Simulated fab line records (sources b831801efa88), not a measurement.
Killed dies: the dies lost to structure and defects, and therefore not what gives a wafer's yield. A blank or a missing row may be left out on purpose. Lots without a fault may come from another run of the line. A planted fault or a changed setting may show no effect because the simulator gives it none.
Struck lot and sound lot, side by side	flow gf180mcu	17 out of 602 route steps
Sound: the wafers L631.1, L631.4, L631.5. Wafers L624.1, L624.2, L624.4 were the ones struck. Last of all comes the cause.
Per side, at each step with rows, come the tool, then ch with its chambers, and then its first start. Under that, the readings that differ: sound wafers	struck wafers	difference of the means	sigmas: that difference in standard deviations of wafers without a fault.
alike: words and numbers the same on both sides, and readings whose means are apart by under 2 such deviations; not compared: readings that were withheld, readings missing a value for some wafer, numbers with overlapping values and no deviation given by the record, and bounds like >300 which may hide the same value.
A row with sigmas, a row that says differs or no value, or rows on one side alone: a step with any of these is where the two part. Numbers that have no deviation but don't overlap get no sigmas and don't part them. A reading that every wafer of one side lacks parts them only if that side has two wafers or more.

GF_V2_CMP_04: polishes SiO2.
  sound on cmp-01 ch 0,3, day 26 10:58; struck on cmp-01 ch 1,2,3, day 23 21:03
reading	sound	struck	difference	sigmas
timeToEndpointS (s)	72 74 68	78 84 83	+10	+2
  alike: motorCurrentA, platenRpm
GF_V2_BOW_MEAS_05:
  sound on filmMetro-01, day 26 11:16; struck on filmMetro-04, day 23 21:21
  alike: V2_BOW
then, 8 steps without rows for these wafers: GF_V2_DEHYDRATE_06 (time 60 s); GF_V2_HMDS_07 (prime time 60 s); GF_V2_COAT_08; GF_V2_COAT_09 (resist thk 1000 nm); GF_V2_SOFTBAKE_10 (time 60 s); GF_V2_EXPOSE_11 (exposes mask Via2, target cd 260 nm); GF_V2_PEB_12 (peb time 90 s); GF_V2_DEVELOP_13 (develop time 60 s).
GF_V2_CD_MEAS_14: the cd target is 260 nm.
  sound on cdSem-01, day 27 08:11; struck on cdSem-02, day 24 18:58
  alike: cdNm
GF_V2_OVL_MEAS_15:
  sound on overlay-02, day 27 08:18; struck on overlay-01, day 24 19:05
  alike: V2_OVL
GF_V2_ETCH_16: etches BARC in N2/H2.
  sound on rieDiel-03 ch 0,2, day 27 08:20; struck on rieDiel-03 ch 0,1,3, day 24 19:07
  no value came back on the struck wafers for any of 5 readings (biasW (W), chamberPressureMTorr (mTorr) and others); on the sound wafers biasW (W) reads 100.7 100.3 100.1
GF_V2_ETCH_17: etches SiO2 in C4F8/O2/Ar, stops on TiN, target depth 630 nm.
  sound on rieDiel-03 ch 0,2; struck on rieDiel-03 ch 0,1,3
reading	sound	struck	difference	sigmas
oesProductAu (a.u.)	0.866 0.854 0.851	0.378 0.377 0.377	-0.480	-99 or more
  alike: biasW, chamberPressureMTorr
GF_V2_STRIP_18: strips in O2/N2.
  sound on plasmaAsher-03 ch 0,1, day 27 08:28; struck on plasmaAsher-01 ch 0,1, day 24 19:15
reading	sound	struck	difference	sigmas
oesProductAu (a.u.)	0.591 0.590 0.588	0.605 0.616 0.602	+0.018	+4
  alike: drypumpMotorCurrentA, heaterPowerW
  not compared: rfHoursCounterH
then, 1 step without rows for these wafers: GF_V2_STRIP_19 (strips in post etch residue remover, time 1200 s).
-- the record jumps here: 8 days lie between the struck wafers' starts before and after (it left off in module V2 and takes up again in module PASSIVATION, whose first step shown is number 602 of the route) --
GF_PASSIVATION_PROBE_99:
  only the struck wafers here have rows in the record (prober-01, day 32 14:03); the sound ones have none

## WHERE THEY PART
Last at GF_PASSIVATION_PROBE_99 as far as this record goes, first at GF_V2_CMP_04.

WHY: what the simulator had put in
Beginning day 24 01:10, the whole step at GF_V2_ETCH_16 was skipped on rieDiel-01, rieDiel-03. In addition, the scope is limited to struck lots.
